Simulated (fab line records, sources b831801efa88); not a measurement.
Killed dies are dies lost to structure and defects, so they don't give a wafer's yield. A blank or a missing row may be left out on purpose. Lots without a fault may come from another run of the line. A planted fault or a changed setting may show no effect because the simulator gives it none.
fab line records | flow sky130
record lots=6 wafers=18 last_day=50
route steps=708 shown VT_ADJUST_NCORE@128 VT_ADJUST_HVTR@131 PAD_OPEN@708
lots that met no fault: from a run of the same line without faults
start_h: hours from the record's first day to the start of the lot's first wafer shown | wait_h: hours since the lot's step before | " the same as in the row above | L1.1+2: a row that stands for several wafers | - no value, or no start given | * or withheld: withheld | < > ~ a bound
route shown NAME@n: a module of which the file shows steps, and the number in the route of the first | usual: mean/standard deviation of fault-free wafers | same: alike in all rows | chamber/n: place in a boat | sites: the reading at each site | _std_site: their standard deviation | _edge_site: outer sites' mean less inner sites' | radius_mm: how far each site lies from the wafer's centre | mask NAME#n: copy n | behind: the tool/chamber that last shaped the wafer | hold: why the lot was held/for how many hours/how that ended | device: the transistor (n, p or np) that didn't switch | end of line: the same wafers' tests at the end of the route | a step without rows: its recipe alone | killed: dies lost to structure and defects at the first sort, not the wafer's yield | map: a wafer's dies, x killed, . not, _ none there
set.NAME: the setting as run; set.NAME@STEP: as run at that earlier step | model.NAME: the simulator's own value behind a step, which no gauge read
lots at some steps of the route; a table a step, a row a wafer
services: from which hour (start_h, from the record's first day; less than 0 if before it) a tool's chamber was out of use, for how many hours, and why
## steps
# step SKY_VT_ADJUST_NCORE_IMPLANT_09
# recipe species=B energy_kev=10 dose_cm2=2.4e+12 tilt_deg=withheld
# step SKY_VT_ADJUST_NCORE_STRIP_10
# recipe chemistry=O2/N2 power_w=1400 pressure_mtorr=1500 platen_temp_c=withheld o2_flow_sccm=3000 n2_flow_sccm=300 overash_fraction=0.5
# usual chamber_pressure_mTorr=1500.0/1.4 drypump_motor_current_A=5.6/0.35 oes_product_au=0.716/0.0044 strip_time_to_endpoint_s=14.20/0.04
# same overash_fraction=0.5
# columns lot.wafer tool chamber start_h wait_h chamber_pressure_mTorr drypump_motor_current_A oes_product_au rf_hours_counter_h strip_time_to_endpoint_s
L831.2 plasma_asher-03 0 205.05 0.1 1499.2 5.3 0.718 39 14.25
L831.3 " 1 " " 1500.4 6.4 0.715 - 14.23
L831.6 " 0 " " 1502.8 5.4 0.712 - 14.28
L841.1 plasma_asher-04 0 259.37 0.1 1499.7 5.5 0.716 57 14.15
L841.4 " 0 " " 1501.3 5.5 0.711 - 14.15
L841.5 " 1 " " 1499.3 5.6 0.728 - 14.18
L846.1 plasma_asher-03 0 309.87 0.1 1501.4 5.4 0.716 48 14.15
L846.2 " 1 " " 1500.4 6.4 0.719 48 14.16
L846.4 " 0 " " 1498.1 5.3 0.722 - 14.13
L847.1 plasma_asher-04 1 312.54 0.1 1502.1 5.6 0.721 62 14.18
L847.4 " 1 " " 1501.5 5.6 0.716 - 14.21
L847.5 " 0 " " 1500.6 5.5 0.712 - 14.15
L849.2 plasma_asher-02 1 319.05 0.1 1500.9 5.4 0.718 61 14.11
L849.3 " 0 " " 1498.8 5.4 0.715 - 14.17
L849.4 " 1 " " 1499.6 5.4 0.710 - 14.12
L848.4 plasma_asher-04 0 320.10 0.1 1500.5 5.5 0.712 - 14.18
L848.5 " 0 " " 1497.9 5.5 0.721 - 14.22
L848.6 " 1 " " 1496.7 5.6 0.719 - 14.21
# step SKY_VT_ADJUST_NCORE_TW_MEAS_11
# usual VT_ADJUST_NCORE_TW=218.7/2.7
# columns lot.wafer tool chamber start_h wait_h VT_ADJUST_NCORE_TW
L831.2 film_metro-01 - 205.16 0.1 216.2
L831.3 " - " " 215.4
L831.6 " - " " 216.0
L841.1 film_metro-01 - 259.47 0.1 216.6
L841.4 " - " " 216.6
L841.5 " - " " 215.5
L846.1 film_metro-01 - 310.12 0.2 216.0
L846.2 " - " " 215.9
L846.4 " - " " 216.3
L847.1 film_metro-02 - 312.64 0.1 220.3
L847.4 " - " " 221.2
L847.5 " - " " 219.3
L849.2 film_metro-01 - 319.16 0.1 215.1
L849.3 " - " " 214.4
L849.4 " - " " 216.4
L848.4 film_metro-01 - 320.20 0.1 214.4
L848.5 " - " " 215.4
L848.6 " - " " 215.0
# step SKY_VT_ADJUST_HVTR_DEHYDRATE_00
# recipe temp_c=200 time_s=60
# step SKY_VT_ADJUST_HVTR_HMDS_01
# recipe prime_time_s=60 prime_temp_c=120
# step SKY_VT_ADJUST_HVTR_COAT_02
# recipe resist=NOVOLAK spin_rpm=3000 resist_thk_nm=1140
# step SKY_VT_ADJUST_HVTR_SOFTBAKE_03
# recipe temp_c=90 time_s=60 resist=NOVOLAK
# step SKY_VT_ADJUST_HVTR_EXPOSE_04
# recipe mask_id=HVTRM target_cd_nm=380 na=0.6 source_shape=conventional sigma_outer=0.6 dose_mj=150
# step SKY_VT_ADJUST_HVTR_PEB_05
# recipe temp_c=withheld time_s=* resist=NOVOLAK
# step SKY_VT_ADJUST_HVTR_DEVELOP_06
# recipe develop_time_s=60 dev_temp_c=23
# step SKY_VT_ADJUST_HVTR_CD_MEAS_07
# recipe target_cd_nm=380
# usual cd_nm=379.8/2.5
# columns lot.wafer tool chamber start_h wait_h cd_nm
L831.2 cd_sem-02 - 227.76 0.1 380.1
L831.3 " - " " 383.2
L831.6 " - " " 379.8
L841.1 cd_sem-01 - 285.18 0.1 380.5
L841.4 " - " " 384.2
L841.5 " - " " 380.7
L846.1 cd_sem-01 - 331.35 0.1 378.1
L846.2 " - " " 381.1
L846.4 " - " " 378.1
L847.1 cd_sem-01 - 338.40 0.1 378.9
L847.4 " - " " 379.3
L847.5 " - " " 376.1
L848.4 cd_sem-01 - 342.85 0.1 376.7
L848.5 " - " " 379.7
L848.6 " - " " 377.5
L849.2 cd_sem-02 - 344.89 0.1 380.0
L849.3 " - " " 380.3
L849.4 " - " " 376.3
# step SKY_VT_ADJUST_HVTR_OVL_MEAS_08
# usual VT_ADJUST_HVTR_OVL=-0.5/1.2
# columns lot.wafer tool chamber start_h wait_h VT_ADJUST_HVTR_OVL[nm]
L831.2 overlay-02 - 227.87 0.1 -2.8
L831.3 " - " " -0.4
L831.6 " - " " -0.8
L841.1 overlay-01 - 285.30 0.1 -0.7
L841.4 " - " " 0.9
L841.5 " - " " 2.0
L846.1 overlay-01 - 331.47 0.1 -1.7
L846.2 " - " " -1.1
L846.4 " - " " -1.7
L847.1 overlay-02 - 338.52 0.1 -1.0
L847.4 " - " " -2.9
L847.5 " - " " -3.0
L848.4 overlay-02 - 342.93 0.1 -0.5
L848.5 " - " " 0.3
L848.6 " - " " -2.1
L849.2 overlay-02 - 345.00 0.1 -1.9
L849.3 " - " " -0.2
L849.4 " - " " -1.2
# step SKY_VT_ADJUST_HVTR_IMPLANT_09
# recipe species=B energy_kev=10 dose_cm2=2.1e+12 tilt_deg=withheld
# usual beam_on_s=10.01/0.19 dose_ions_cm2=2.1001e+12/2.4e+09 faraday_current_uA=11.83/0.22
# columns lot.wafer tool chamber start_h wait_h beam_on_s dose_ions_cm2 faraday_current_uA
L831.2 implanter-02 0 227.92 0.0 10.15 2.1014e+12 11.66
L831.3 " 0 " " 10.29 2.1015e+12 11.51
L831.6 " 0 " " 10.02 2.0996e+12 11.77
L841.1 implanter-03 0 285.33 0.0 9.61 2.1022e+12 12.29
L841.4 " 0 " " 9.70 2.1013e+12 12.22
L841.5 " 0 " " 9.98 2.1008e+12 11.87
L846.1 implanter-03 0 331.50 0.0 10.15 1.3098e+12 7.29
L846.2 " 0 " " 10.22 1.3096e+12 7.26
L846.4 " 0 " " 9.98 1.3098e+12 7.41
L847.1 implanter-04 0 338.55 0.0 9.98 2.0981e+12 11.85
L847.4 " 0 " " 9.93 2.0992e+12 11.94
L847.5 " 0 " " 9.93 2.0955e+12 11.88
L848.4 implanter-03 0 343.02 0.1 10.03 1.3121e+12 7.39
L848.5 " 0 " " 10.05 1.3135e+12 7.35
L848.6 " 0 " " 9.68 1.3127e+12 7.63
L849.2 implanter-04 0 345.06 0.0 10.14 2.1012e+12 11.68
L849.3 " 0 " " 10.17 2.1037e+12 11.59
L849.4 " 0 " " 10.15 2.1057e+12 11.67
# step SKY_VT_ADJUST_HVTR_STRIP_10
# recipe chemistry=O2/N2 power_w=1400 pressure_mtorr=1500 platen_temp_c=withheld o2_flow_sccm=3000 n2_flow_sccm=300 overash_fraction=0.5
# usual chamber_pressure_mTorr=1500.1/1.2 drypump_motor_current_A=6.0/0.5 oes_product_au=0.715/0.0045 strip_time_to_endpoint_s=14.18/0.038
# same overash_fraction=0.5
# columns lot.wafer tool chamber start_h wait_h chamber_pressure_mTorr drypump_motor_current_A oes_product_au rf_hours_counter_h strip_time_to_endpoint_s
L831.2 plasma_asher-01 1 228.05 0.1 1501.1 6.4 0.714 11 14.16
L831.3 " 1 " " 1498.6 6.4 0.725 - 14.16
L831.6 " 0 " " 1500.9 6.4 0.718 - 14.16
L841.1 plasma_asher-03 0 285.48 0.1 1500.2 5.3 0.718 46 14.17
L841.4 " 1 " " 1501.9 6.4 0.714 - 14.17
L841.5 " 1 " " 1501.0 6.4 0.706 - 14.16
L846.1 plasma_asher-01 1 331.65 0.1 1500.4 6.5 0.716 21 14.14
L846.2 " 0 " " 1500.5 6.4 0.713 21 14.16
L846.4 " 1 " " 1499.9 6.5 0.724 - 14.13
L847.1 plasma_asher-02 1 338.70 0.1 1500.1 5.4 0.714 63 14.16
L847.4 " 0 " " 1500.6 5.4 0.717 - 14.24
L847.5 " 1 " " 1500.3 5.4 0.720 - 14.18
L848.4 plasma_asher-02 1 343.13 0.1 1499.9 5.4 0.707 - 14.22
L848.5 " 0 " " 1502.1 5.5 0.712 - 14.22
L848.6 " 1 " " 1501.5 5.4 0.713 - 14.23
L849.2 plasma_asher-01 1 345.18 0.1 1502.2 6.5 0.716 23 14.10
L849.3 " 1 " " 1500.8 6.5 0.719 - 14.10
L849.4 " 0 " " 1501.0 6.4 0.715 - 14.12
# step SKY_VT_ADJUST_HVTR_TW_MEAS_11
# usual VT_ADJUST_HVTR_TW=211.0/2.7
# columns lot.wafer tool chamber start_h wait_h hold VT_ADJUST_HVTR_TW
L831.2 film_metro-04 - 228.16 0.1 - 211.4
L831.3 " - " " - 211.8
L831.6 " - " " - 211.6
L841.1 film_metro-04 - 285.58 0.1 - 213.0
L841.4 " - " " - 213.0
L841.5 " - " " - 212.8
L846.1 film_metro-01 - 331.75 0.1 await_dispo/0.2h/release 181.6
L846.2 " - " " await_dispo/0.2h/release 182.4
L846.4 " - " " await_dispo/0.2h/release 180.4
L846.1 film_metro-01 - 332.09 0.3 - 181.6
L846.2 " - " " - 181.7
L846.4 " - " " - 181.3
L847.1 film_metro-03 - 338.80 0.1 - 212.1
L847.4 " - " " - 213.1
L847.5 " - " " - 213.4
L848.4 film_metro-04 - 343.22 0.1 await_dispo/0.2h/release 187.4
L848.5 " - " " await_dispo/0.2h/release 187.5
L848.6 " - " " await_dispo/0.2h/release 187.7
L848.4 film_metro-04 - 343.45 0.2 - 187.1
L848.5 " - " " - 186.3
L848.6 " - " " - 187.2
L849.2 film_metro-01 - 345.29 0.1 - 208.5
L849.3 " - " " - 208.2
L849.4 " - " " - 208.7
# step SKY_PAD_OPEN_PROBE_99
# usual killed_at_M0_to_M3=43/6.6 killed_at_M4_up=3.1/1.9 killed_at_contacts=24/5.2 killed_at_front_end=16/4.5 killed_at_other=0.4/0.62 killed_dies=87/9 killed_on_rim=17/3.7 killed_open=48/7 killed_short=39/6.2
# same gross_dies=492 killed_at_back_side=0
# columns lot.wafer tool chamber start_h wait_h killed_at_M0_to_M3 killed_at_M4_up killed_at_contacts killed_at_front_end killed_at_other killed_dies killed_on_rim killed_open killed_short model.etest.pfet_01v8_mvt.drive_ua_um model.etest.pfet_01v8_mvt.off_log10_a_um model.etest.pfet_01v8_mvt.vt_sat_v model.etest.pfet_01v8_mvt.vt_v model.etest.pfet_01v8_mvt.vt_long_v
L831.2 prober-02 - 1103.24 0.1 39 3 17 18 0 77 16 44 33 152.8 -11.12 -0.588 -0.6776 -0.8843
L831.3 prober-02 - 1103.29 0.2 40 1 25 14 0 80 14 43 37 147.8 -11.27 -0.5976 -0.6809 -0.8873
L831.6 prober-02 - 1103.44 0.2 34 7 23 13 1 78 12 35 42 151.3 -10.84 -0.5772 -0.6648 -0.8811
L841.1 prober-01 - 1150.65 0.1 43 2 25 24 0 94 18 53 41 154.1 -10.45 -0.5647 -0.6482 -0.8517
L841.4 prober-01 - 1150.80 0.2 47 7 19 13 0 86 16 45 41 154.5 -10.4 -0.5579 -0.6487 -0.8517
L841.5 prober-01 - 1150.85 0.2 36 4 31 18 0 89 15 57 32 153.6 -10.52 -0.5599 -0.6464 -0.85
L846.1 prober-02 - 1183.17 0.1 34 4 18 18 0 74 17 45 29 135.2 -12.22 -0.6879 -0.7562 -0.9579
L846.2 prober-02 - 1183.22 0.1 38 5 29 13 1 86 18 51 34 134.6 -12.29 -0.6908 -0.7572 -0.9557
L846.4 prober-02 - 1183.32 0.2 44 1 23 18 0 86 20 54 32 136.8 -12.31 -0.686 -0.7575 -0.9601
L847.1 prober-01 - 1196.56 0.1 39 0 19 17 0 75 12 47 27 154.2 -10.38 -0.5505 -0.6396 -0.8417
L847.4 prober-01 - 1196.71 0.2 41 3 27 19 0 90 16 51 39 149.4 -10.7 -0.5623 -0.6443 -0.8534
L847.5 prober-01 - 1196.76 0.2 42 2 35 10 0 89 20 49 40 150.1 -10.47 -0.5586 -0.6434 -0.8482
L848.4 prober-02 - 1198.21 0.2 34 1 30 17 0 82 21 44 38 132.4 -12.6 -0.7353 -0.7942 -0.9888
L848.5 prober-02 - 1198.26 0.2 37 1 21 18 0 77 19 45 32 132.9 -12.55 -0.7345 -0.7943 -0.9875
L848.6 prober-02 - 1198.31 0.2 35 3 33 10 1 82 18 42 40 131.4 -12.64 -0.7365 -0.7939 -0.9883
L849.2 prober-01 - 1207.18 0.1 31 4 18 12 1 66 15 35 31 148.7 -10.44 -0.5619 -0.6483 -0.8571
L849.3 prober-01 - 1207.23 0.2 37 1 11 14 0 63 13 37 24 151.1 -10.49 -0.5606 -0.648 -0.8518
L849.4 prober-01 - 1207.28 0.2 54 6 20 10 0 90 20 41 48 151.6 -10.47 -0.5634 -0.6523 -0.8556
# killed by level:class
L831.2 LI_CONTACT:geometric_particle:open=7 VIA1:geometric_particle:open=6 POLY_GATE:geometric_particle:open=6 VIA2:geometric_particle:open=6 METAL2:geometric_particle:short=5 CONTACT:geometric_particle:open=4 FIELD_ISO:geometric_particle:open=4 VIA1:geometric_particle:short=4
L831.3 METAL1:geometric_particle:short=12 CONTACT:geometric_particle:open=11 VIA1:geometric_particle:open=10 LOCAL_INTERCONNECT:geometric_particle:short=6 VIA2:geometric_particle:open=6 VIA1:geometric_particle:short=5 POLY_GATE:geometric_particle:open=4 CONTACT:geometric_particle:short=4
L831.6 CONTACT:geometric_particle:open=9 CONTACT:geometric_particle:short=7 POLY_GATE:geometric_particle:short=6 METAL4:geometric_particle:short=5 METAL1:geometric_particle:short=5 VIA1:geometric_particle:open=5 VIA2:geometric_particle:open=5 VIA3:geometric_particle:open=5
L841.1 CONTACT:geometric_particle:open=12 VIA1:geometric_particle:open=10 POLY_GATE:geometric_particle:open=9 CONTACT:geometric_particle:short=6 VIA2:geometric_particle:open=6 VIA2:geometric_particle:short=5 VIA3:geometric_particle:open=5 METAL2:geometric_particle:short=5
L841.4 VIA1:geometric_particle:open=12 CONTACT:geometric_particle:open=8 VIA1:geometric_particle:short=6 LI_CONTACT:geometric_particle:open=5 VIA3:geometric_particle:open=5 VIA3:geometric_particle:short=5 FIELD_ISO:geometric_particle:short=4 METAL4:geometric_particle:short=4
L841.5 CONTACT:geometric_particle:open=13 VIA2:geometric_particle:open=12 LI_CONTACT:geometric_particle:open=8 FIELD_ISO:geometric_particle:open=6 VIA3:geometric_particle:open=5 METAL1:geometric_particle:short=5 POLY_GATE:geometric_particle:open=4 CONTACT:geometric_particle:short=4
L846.1 METAL1:geometric_particle:short=8 VIA2:geometric_particle:open=7 POLY_GATE:geometric_particle:open=7 LI_CONTACT:geometric_particle:open=7 CONTACT:geometric_particle:open=6 VIA1:geometric_particle:short=5 FIELD_ISO:geometric_particle:open=5 SPACER:geometric_particle:open=3
L846.2 VIA1:geometric_particle:open=12 LI_CONTACT:geometric_particle:open=10 CONTACT:geometric_particle:open=7 VIA2:geometric_particle:open=6 CONTACT:geometric_particle:short=5 METAL2:geometric_particle:short=5 FIELD_ISO:geometric_particle:open=4 POLY_GATE:geometric_particle:open=4
L846.4 VIA2:geometric_particle:open=10 CONTACT:geometric_particle:open=8 POLY_GATE:geometric_particle:open=7 LI_CONTACT:geometric_particle:open=7 VIA1:geometric_particle:open=6 VIA3:geometric_particle:open=6 FIELD_ISO:geometric_particle:short=5 METAL1:geometric_particle:short=4
L847.1 VIA1:geometric_particle:open=14 CONTACT:geometric_particle:open=9 VIA3:geometric_particle:open=6 POLY_GATE:geometric_particle:open=5 LI_CONTACT:geometric_particle:open=5 METAL1:geometric_particle:short=5 SPACER:geometric_particle:short=3 VIA2:geometric_particle:open=3
L847.4 VIA1:geometric_particle:open=12 CONTACT:geometric_particle:open=10 VIA1:geometric_particle:short=8 FIELD_ISO:geometric_particle:open=7 VIA3:geometric_particle:open=7 FIELD_ISO:geometric_particle:short=6 LI_CONTACT:geometric_particle:open=6 LOCAL_INTERCONNECT:geometric_particle:short=5
L847.5 VIA1:geometric_particle:open=15 CONTACT:geometric_particle:open=12 LOCAL_INTERCONNECT:geometric_particle:short=9 METAL1:geometric_particle:short=8 LI_CONTACT:geometric_particle:open=6 VIA3:geometric_particle:open=5 CONTACT:geometric_particle:short=4 VIA2:geometric_particle:open=4
L848.4 CONTACT:geometric_particle:open=14 VIA1:geometric_particle:open=7 LI_CONTACT:geometric_particle:open=6 METAL1:geometric_particle:short=6 VIA1:geometric_particle:short=6 FIELD_ISO:geometric_particle:short=5 VIA2:geometric_particle:open=5 CONTACT:geometric_particle:short=5
L848.5 VIA1:geometric_particle:open=12 LI_CONTACT:geometric_particle:open=8 VIA3:geometric_particle:open=5 POLY_GATE:geometric_particle:short=4 POLY_GATE:geometric_particle:open=4 SPACER:geometric_particle:open=4 LI_CONTACT:geometric_particle:short=4 CONTACT:geometric_particle:open=4
L848.6 LI_CONTACT:geometric_particle:open=10 CONTACT:geometric_particle:open=9 VIA2:geometric_particle:open=6 VIA1:geometric_particle:short=6 LOCAL_INTERCONNECT:geometric_particle:short=5 CONTACT:geometric_particle:short=5 VIA2:geometric_particle:short=5 VIA3:geometric_particle:short=5
L849.2 VIA1:geometric_particle:open=8 VIA2:geometric_particle:open=7 CONTACT:geometric_particle:open=6 METAL2:geometric_particle:short=5 LI_CONTACT:geometric_particle:open=4 POLY_GATE:geometric_particle:short=3 LOCAL_INTERCONNECT:geometric_particle:short=3 VIA1:geometric_particle:short=3
L849.3 VIA1:geometric_particle:open=8 VIA1:geometric_particle:short=6 VIA3:geometric_particle:open=6 VIA2:geometric_particle:open=5 POLY_GATE:geometric_particle:short=4 LI_CONTACT:geometric_particle:open=4 CONTACT:geometric_particle:open=4 METAL2:geometric_particle:short=4
L849.4 METAL2:geometric_particle:short=11 LI_CONTACT:geometric_particle:open=7 CONTACT:geometric_particle:open=7 VIA1:geometric_particle:short=7 VIA1:geometric_particle:open=7 VIA2:geometric_particle:open=6 METAL4:geometric_particle:short=5 METAL3:geometric_particle:short=5
## services
# columns tool chamber start_h hours kind
implanter-03 - 188.28 1.8 repair
implanter-03 - 214.06 0.8 repair
plasma_asher-03 - 214.75 2.8 pm
implanter-04 - 218.95 4.5 repair
implanter-04 - 244.24 4.3 pm
implanter-03 - 262.29 4.1 repair
plasma_asher-03 - 274.05 2.7 repair
implanter-04 - 291.74 3.9 pm
plasma_asher-03 - 331.40 5.6 repair
implanter-02 - 343.85 1.1 repair
## key
first_sign step=SKY_VT_ADJUST_HVTR_IMPLANT_09 reading=dose_ions_cm2 direction=down sigmas=99+ usual=* struck=*
effect step=SKY_VT_ADJUST_HVTR_IMPLANT_09 reading=faraday_current_uA direction=down sigmas=20 usual=11.83 struck=7.39
effect step=SKY_VT_ADJUST_HVTR_TW_MEAS_11 reading=visit direction=added
effect step=SKY_VT_ADJUST_HVTR_TW_MEAS_11 reading=VT_ADJUST_HVTR_TW direction=down sigmas=9.8 usual=211.0 struck=184.5
model_effect step=SKY_PAD_OPEN_PROBE_99 value=etest.pfet_01v8_mvt.drive_ua_um without=148.4 struck=133.9
met_at SKY_VT_ADJUST_HVTR_IMPLANT_09
struck_wafers L846.1,L846.2,L846.4,L848.4,L848.5,L848.6
tester_left_out L846,L848
loop_trim step=SKY_VT_ADJUST_NCORE_EXPOSE_04 setting=dose lots=L846,L848
onset_between 285.33 331.50
fault kind=process_parameter_drift tool=implanter-03 chamber=- onset_h=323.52 steps=SKY_VT_ADJUST_HVTR_IMPLANT_09 channel=dose_cm2 offset=* shape=step end_h=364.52 acts_in=* stated=*
# tester_left_out: of these lots the tester's yield and bins aren't shown, on N5 and GAA mostly nor the transistor test; their killed dies are dies lost to structure and defects alone, not to doping, threshold or leakage, so they don't give the yield
# loop_trim: a control loop set the setting to another value than it would have without faults
